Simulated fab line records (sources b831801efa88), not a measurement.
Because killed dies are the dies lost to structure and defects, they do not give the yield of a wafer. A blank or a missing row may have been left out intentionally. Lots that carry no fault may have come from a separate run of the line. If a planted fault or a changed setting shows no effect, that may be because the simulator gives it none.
Commonality check across tools ; flow sky130 ; Sample size 12 lots and 36 wafers

WHY THIS WAS OPENED
3 of 12 lots carry a flag on the reading VIA3_HDPCVD_THK at SKY_VIA3_THK_MEAS_01. Fault-free wafers read 1630 nm, with a standard deviation of 20.
Rule: a lot is flagged when every wafer of it that has a number lies more than 4 standard deviations from that mean, or none has a number. The other lots count as sound.

lot;measured;on;VIA3_HDPCVD_THK (nm), wafer by wafer;flag
L849;day 38 12:44;film-metro-01;1635 1616 1631;
L851;day 39 09:28;film-metro-04;1625 1621 1635;
L854;day 40 06:47;film-metro-03;1630 1658 1635;
L855;day 40 18:43;film-metro-01;1608 1637 1615;
L858;day 41 11:05;film-metro-01;3242 3252 3249;FLAGGED
L861;day 42 10:02;film-metro-04;3299 3247 3280;FLAGGED
L863;day 42 19:17;film-metro-03;3258 3202 3241;FLAGGED
L867;day 43 18:11;film-metro-04;1643 1642 1621;
L866;day 43 19:35;film-metro-04;1609 1638 1628;
L868;day 43 22:25;film-metro-04;1628 1630 1624;
L869;day 44 14:08;film-metro-03;1684 1649 1654;
L872;day 45 10:58;film-metro-03;1661 1625 1618;
The numbers of the flagged lots are 3252 nm on average: +1622 nm against the usual, or +81 standard deviations.

WHICH TOOL EACH LOT WENT THROUGH
Before the reading, the record contains 3 process steps out of a 708-step route. Read each cell as the tool, then ch plus the chambers that the sampled wafers visited, then the start.
lot;flag;SKY_METAL3_SPUTTER_00;SKY_METAL3_SPUTTER_01;SKY_VIA3_HDPCVD_00
L849;;pvd-sputter-01, day 36 05:48;pvd-sputter-01, day 36 05:49;hdpcvd-01 ch 0,1,2, day 38 12:34
L851;;pvd-sputter-02, day 37 02:59;pvd-sputter-02, day 37 03:01;hdpcvd-02 ch 1,2, day 39 09:17
L854;;pvd-sputter-04, day 38 02:54;pvd-sputter-04, day 38 02:55;hdpcvd-01 ch 0,1,2, day 40 06:37
L855;;pvd-sputter-01, day 38 14:35;pvd-sputter-01, day 38 14:37;hdpcvd-01 ch 0,1,2, day 40 18:33
L858;FLAGGED;pvd-sputter-04, day 39 07:06;pvd-sputter-04, day 39 07:07;hdpcvd-01 ch 0,2, day 41 10:35
L861;FLAGGED;pvd-sputter-02, day 40 08:54;pvd-sputter-02, day 40 08:55;hdpcvd-01 ch 0,1,2, day 42 09:32
L863;FLAGGED;pvd-sputter-04, day 40 16:35;pvd-sputter-04, day 40 16:37;hdpcvd-01 ch 0,2, day 42 18:47
L867;;pvd-sputter-01, day 41 17:11;pvd-sputter-01, day 41 17:13;hdpcvd-02 ch 0,1,2, day 43 18:01
L866;;pvd-sputter-02, day 41 18:31;pvd-sputter-02, day 41 18:32;hdpcvd-02 ch 0,2, day 43 19:25
L868;;pvd-sputter-02, day 41 21:08;pvd-sputter-02, day 41 21:09;hdpcvd-02 ch 0,2, day 43 22:14
L869;;pvd-sputter-04, day 42 13:49;pvd-sputter-04, day 42 13:50;hdpcvd-01 ch 1,2, day 44 13:56
L872;;pvd-sputter-02, day 43 12:42;pvd-sputter-02, day 43 12:43;hdpcvd-01 ch 0,1, day 45 10:47
What is done by these steps:
- SKY_METAL3_SPUTTER_00: material Ti, target thk 15 nm, time 10 s.
- SKY_METAL3_SPUTTER_01: material TiN, target thk 20 nm, time 16.7 s.
- SKY_VIA3_HDPCVD_00: deposits SiO2, target thk 1635 nm, time 272.5 s.
- SKY_VIA3_THK_MEAS_01

FLAGGED AGAINST TOTAL, ONE TOOL AT A TIME (gauges that did the reading follow at the end)
step;tool;lots run;flagged;share of the flagged lots;sound lots run after its first flagged lot
SKY_METAL3_SPUTTER_00;pvd-sputter-01;3;0;none;-
SKY_METAL3_SPUTTER_00;pvd-sputter-02;5;1;some;3 (L866,L868,L872)
SKY_METAL3_SPUTTER_00;pvd-sputter-04;4;2;some;1 (L869)
SKY_METAL3_SPUTTER_01;pvd-sputter-01;3;0;none;-
SKY_METAL3_SPUTTER_01;pvd-sputter-02;5;1;some;3 (L866,L868,L872)
SKY_METAL3_SPUTTER_01;pvd-sputter-04;4;2;some;1 (L869)
SKY_VIA3_HDPCVD_00;hdpcvd-01;8;3;all;2 (L869,L872)
SKY_VIA3_HDPCVD_00;hdpcvd-02;4;0;none;-
SKY_VIA3_THK_MEAS_01;film-metro-01;3;1;some;0
SKY_VIA3_THK_MEAS_01;film-metro-03;4;1;some;2 (L869,L872)
SKY_VIA3_THK_MEAS_01;film-metro-04;5;1;some;3 (L867,L866,L868)

WHAT THE TABLE ALLOWS
Rows of the table that ran each flagged lot: 1, that is hdpcvd-01 at SKY_VIA3_HDPCVD_00.
- hdpcvd-01 at SKY_VIA3_HDPCVD_00 ran 8 lots, 3 of them flagged. Sound lots ran on it after the first flagged one (L869, L872), which a lasting fault on the whole tool wouldn't allow.
There is no row in the table that ran each flagged lot and no sound lot after the first.

WHAT HAD BEEN PUT IN BY THE SIMULATOR
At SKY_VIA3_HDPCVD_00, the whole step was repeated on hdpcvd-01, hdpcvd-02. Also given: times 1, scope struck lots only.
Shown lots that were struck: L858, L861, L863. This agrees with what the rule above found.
